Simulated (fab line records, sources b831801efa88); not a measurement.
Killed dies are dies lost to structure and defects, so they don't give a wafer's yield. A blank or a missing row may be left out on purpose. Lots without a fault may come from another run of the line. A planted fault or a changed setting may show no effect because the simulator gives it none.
Which tool did it? | flow gf180mcu | 14 lots, 42 wafers sampled, at 4 steps of a route of 602

WHAT THE GAUGES READ, wafer by wafer
The record holds no reading of a measuring or inspecting step that can be judged against a usual standard deviation.

WHICH TOOL RAN EACH LOT (tool, then ch and the chambers of the sampled wafers, then the start)
lot  | GF_DNWELL_STRIP_08                  | GF_VT_IMPLANT_EXPOSE_26             | GF_CONTACT_CMP_04             | GF_M1_SPUTTER_04
L572 | plasma_asher-03 ch 0,1, day 2 22:59 | iline_stepper-01 ch 0, day 6 18:22  | cmp-01 ch 0,1,3, day 15 12:43 | pvd_sputter-01, day 16 12:52
L573 | plasma_asher-02 ch 0,1, day 3 03:00 | iline_stepper-02 ch 0, day 6 21:52  | cmp-01 ch 0,2,3, day 15 19:50 | pvd_sputter-03, day 16 20:04
L574 | plasma_asher-03 ch 0,1, day 3 08:52 | iline_stepper-02 ch 0, day 7 04:44  | cmp-01 ch 2,3, day 16 03:17   | pvd_sputter-01, day 17 03:23
L575 | plasma_asher-01 ch 0,1, day 3 12:02 | iline_stepper-01 ch 0, day 7 09:44  | cmp-02 ch 0,1,2, day 16 09:40 | pvd_sputter-04, day 17 10:22
L576 | plasma_asher-03 ch 0,1, day 3 15:42 | iline_stepper-01 ch 0, day 7 14:37  | cmp-02 ch 0,1,3, day 16 13:16 | pvd_sputter-03, day 17 13:29
L577 | plasma_asher-01 ch 0,1, day 3 23:38 | iline_stepper-01 ch 0, day 8 02:20  | cmp-01 ch 0,1,3, day 17 04:35 | pvd_sputter-04, day 18 05:38
L578 | plasma_asher-03 ch 0,1, day 4 04:17 | iline_stepper-01 ch 0, day 8 03:30  | cmp-01 ch 0,2, day 17 06:59   | pvd_sputter-04, day 18 08:06
L580 | plasma_asher-01 ch 0,1, day 4 13:14 | iline_stepper-02 ch 0, day 8 16:21  | cmp-01 ch 0,1,2, day 18 00:56 | pvd_sputter-04, day 19 02:25
L587 | plasma_asher-03 ch 0,1, day 6 00:43 | iline_stepper-01, day 10 12:44      | -                             | -
L588 | plasma_asher-02 ch 0,1, day 6 06:59 | iline_stepper-02, day 10 19:46      | -                             | -
L592 | plasma_asher-03 ch 0,1, day 7 06:20 | iline_stepper-01 ch 0, day 11 23:13 | cmp-02 ch 0,3, day 22 09:23   | pvd_sputter-04, day 23 10:24
L593 | plasma_asher-02 ch 0,1, day 7 09:42 | iline_stepper-02 ch 0, day 12 03:14 | cmp-02 ch 1,3, day 22 15:39   | pvd_sputter-01, day 23 16:03
L594 | plasma_asher-02 ch 0,1, day 7 16:06 | iline_stepper-01 ch 0, day 12 13:33 | cmp-01 ch 0,1,3, day 23 01:57 | pvd_sputter-01, day 24 02:16
L595 | plasma_asher-01 ch 0,1, day 7 20:53 | iline_stepper-02 ch 0, day 12 16:23 | cmp-01 ch 0,2, day 23 03:32   | pvd_sputter-04, day 24 03:42
- GF_DNWELL_STRIP_08: strips in O2/N2.
- GF_VT_IMPLANT_EXPOSE_26: exposes mask LVPWELL HV AREA, target cd 860 nm.
- GF_CONTACT_CMP_04: polishes SiO2.
- GF_M1_SPUTTER_04: material TiN, target thk 50 nm, time 41.7 s.

WHAT THE TOOLS THEMSELVES READ (means of the sampled wafers that have a number; where no wafer has one, the mark that the record gives instead)
GF_DNWELL_STRIP_08. Usual: chamber_pressure_mTorr 1500.0 mTorr, standard deviation 1.5; drypump_motor_current_A 5.78 A, standard deviation 0.29; heater_power_w 339 W, standard deviation 42; oes_product_au 0.722 a.u., standard deviation 0.005; strip_time_to_endpoint_s 36.96 s, standard deviation 0.095.
lot  | tool            | chamber_pressure_mTorr (mTorr) | drypump_motor_current_A (A) | heater_power_w (W) | oes_product_au (a.u.) | strip_time_to_endpoint_s (s) | flag
L572 | plasma_asher-03 | 1499.4                         | 5.63                        | 295                | 0.730                 | 36.91                        |
L573 | plasma_asher-02 | 1500.4                         | 5.79                        | 356                | 0.720                 | 36.84                        |
L574 | plasma_asher-03 | 1498.9                         | 5.58                        | 311                | 0.724                 | 36.95                        |
L575 | plasma_asher-01 | 1500.0                         | 5.83                        | 343                | 0.720                 | 36.97                        |
L576 | plasma_asher-03 | 1500.5                         | 5.60                        | 302                | 0.727                 | 36.96                        |
L577 | plasma_asher-01 | 1500.1                         | 6.15                        | 357                | 0.727                 | 36.87                        |
L578 | plasma_asher-03 | 1500.2                         | 5.60                        | 306                | 0.723                 | 36.95                        |
L580 | plasma_asher-01 | 1498.7                         | 5.87                        | 340                | 0.722                 | 36.99                        |
L587 | plasma_asher-03 | 1500.4                         | 5.60                        | 302                | 0.721                 | 37.02                        |
L588 | plasma_asher-02 | 1501.2                         | 5.80                        | 381                | 0.716                 | 37.19                        |
L592 | plasma_asher-03 | 1499.3                         | 5.58                        | 313                | 0.723                 | 36.98                        |
L593 | plasma_asher-02 | 1499.5                         | 5.81                        | 383                | 0.721                 | 37.03                        |
L594 | plasma_asher-02 | 1499.6                         | 5.77                        | 354                | 0.721                 | 37.03                        |
L595 | plasma_asher-01 | 1499.2                         | 5.85                        | 345                | 0.722                 | 36.90                        |

GF_VT_IMPLANT_EXPOSE_26. Usual: exposure_dose_mJ_cm2 140.00, standard deviation 0.16; focus_offset_nm -0.2 nm, standard deviation 0.63.
lot  | tool             | exposure_dose_mJ_cm2 | focus_offset_nm (nm) | flag
L572 | iline_stepper-01 | 140.10               | 0.5                  |
L573 | iline_stepper-02 | 140.04               | -0.5                 |
L574 | iline_stepper-02 | 139.97               | 0.1                  |
L575 | iline_stepper-01 | 140.09               | -1.2                 |
L576 | iline_stepper-01 | 140.10               | -1.0                 |
L577 | iline_stepper-01 | 140.29               | -0.8                 |
L578 | iline_stepper-01 | 140.08               | -1.1                 |
L580 | iline_stepper-02 | 139.93               | -0.6                 |
L587 | iline_stepper-01 | -                    | -                    | OFF
L588 | iline_stepper-02 | -                    | -                    | OFF
L592 | iline_stepper-01 | 139.91               | -0.6                 |
L593 | iline_stepper-02 | 139.96               | -0.4                 |
L594 | iline_stepper-01 | 140.09               | -0.0                 |
L595 | iline_stepper-02 | 140.04               | 0.6                  |

GF_CONTACT_CMP_04. Usual: edge_zone_pressure_frac 0.999, standard deviation 0.0051; motor_current_A 12.1 A, standard deviation 1.1; time_to_endpoint_s 110 s, standard deviation 7.2.
lot  | tool   | edge_zone_pressure_frac | motor_current_A (A) | time_to_endpoint_s (s) | flag
L572 | cmp-01 | 0.997                   | 11.7                | 109                    |
L573 | cmp-01 | 1.003                   | 11.3                | 112                    |
L574 | cmp-01 | 0.997                   | 11.4                | 108                    |
L575 | cmp-02 | 0.994                   | 13.1                | 109                    |
L576 | cmp-02 | 1.005                   | 13.2                | 106                    |
L577 | cmp-01 | 0.999                   | 11.6                | 107                    |
L578 | cmp-01 | 1.001                   | 11.6                | 110                    |
L580 | cmp-01 | 0.998                   | 11.3                | 109                    |
L592 | cmp-02 | 0.995                   | 11.7                | 110                    |
L593 | cmp-02 | 1.004                   | 13.4                | 119                    |
L594 | cmp-01 | 1.001                   | 11.7                | 104                    |
L595 | cmp-01 | 0.996                   | 11.3                | 108                    |

GF_M1_SPUTTER_04. Usual: cathode_dc_power_W 6500.0 W, standard deviation 1.2; throttle_valve_pct 30.1 %, standard deviation 1.
lot  | tool           | cathode_dc_power_W (W) | throttle_valve_pct (%) | flag
L572 | pvd_sputter-01 | 6499.9                 | 29.9                   |
L573 | pvd_sputter-03 | 6501.0                 | 30.4                   |
L574 | pvd_sputter-01 | 6500.7                 | 30.1                   |
L575 | pvd_sputter-04 | 6500.3                 | 29.2                   |
L576 | pvd_sputter-03 | 6501.1                 | 29.9                   |
L577 | pvd_sputter-04 | 6499.8                 | 29.8                   |
L578 | pvd_sputter-04 | 6499.9                 | 31.3                   |
L580 | pvd_sputter-04 | 6500.2                 | 30.6                   |
L592 | pvd_sputter-04 | 6499.7                 | 30.5                   |
L593 | pvd_sputter-01 | 6499.2                 | 30.4                   |
L594 | pvd_sputter-01 | 6500.2                 | 29.7                   |
L595 | pvd_sputter-04 | 6501.1                 | 32.0                   |

THE ANSWER, worked out from the rows above alone
Rule: a lot is off if the mean of its wafers that have a number lies more than 3 standard deviations from the usual mean. A lot without any number at a reading at which 4 lots or more have one is off too. The other lots that the step has rows for count as sound. The gauges are gone through in route order, then the tools' own readings, and for those a lot's mean is taken as printed above. The first step at which some lot is off is used, and at that step the reading that is off furthest; a lot without a number counts as furthest.
Off: L587, L588, at GF_VT_IMPLANT_EXPOSE_26 (exposure_dose_mJ_cm2). Without a number there: L587, L588.
A tool fits if, at that step or a process step before it, it ran every lot that is off, and no sound lot after the first of them. None of those tried fits.

WHAT THE SIMULATOR HAD PUT IN
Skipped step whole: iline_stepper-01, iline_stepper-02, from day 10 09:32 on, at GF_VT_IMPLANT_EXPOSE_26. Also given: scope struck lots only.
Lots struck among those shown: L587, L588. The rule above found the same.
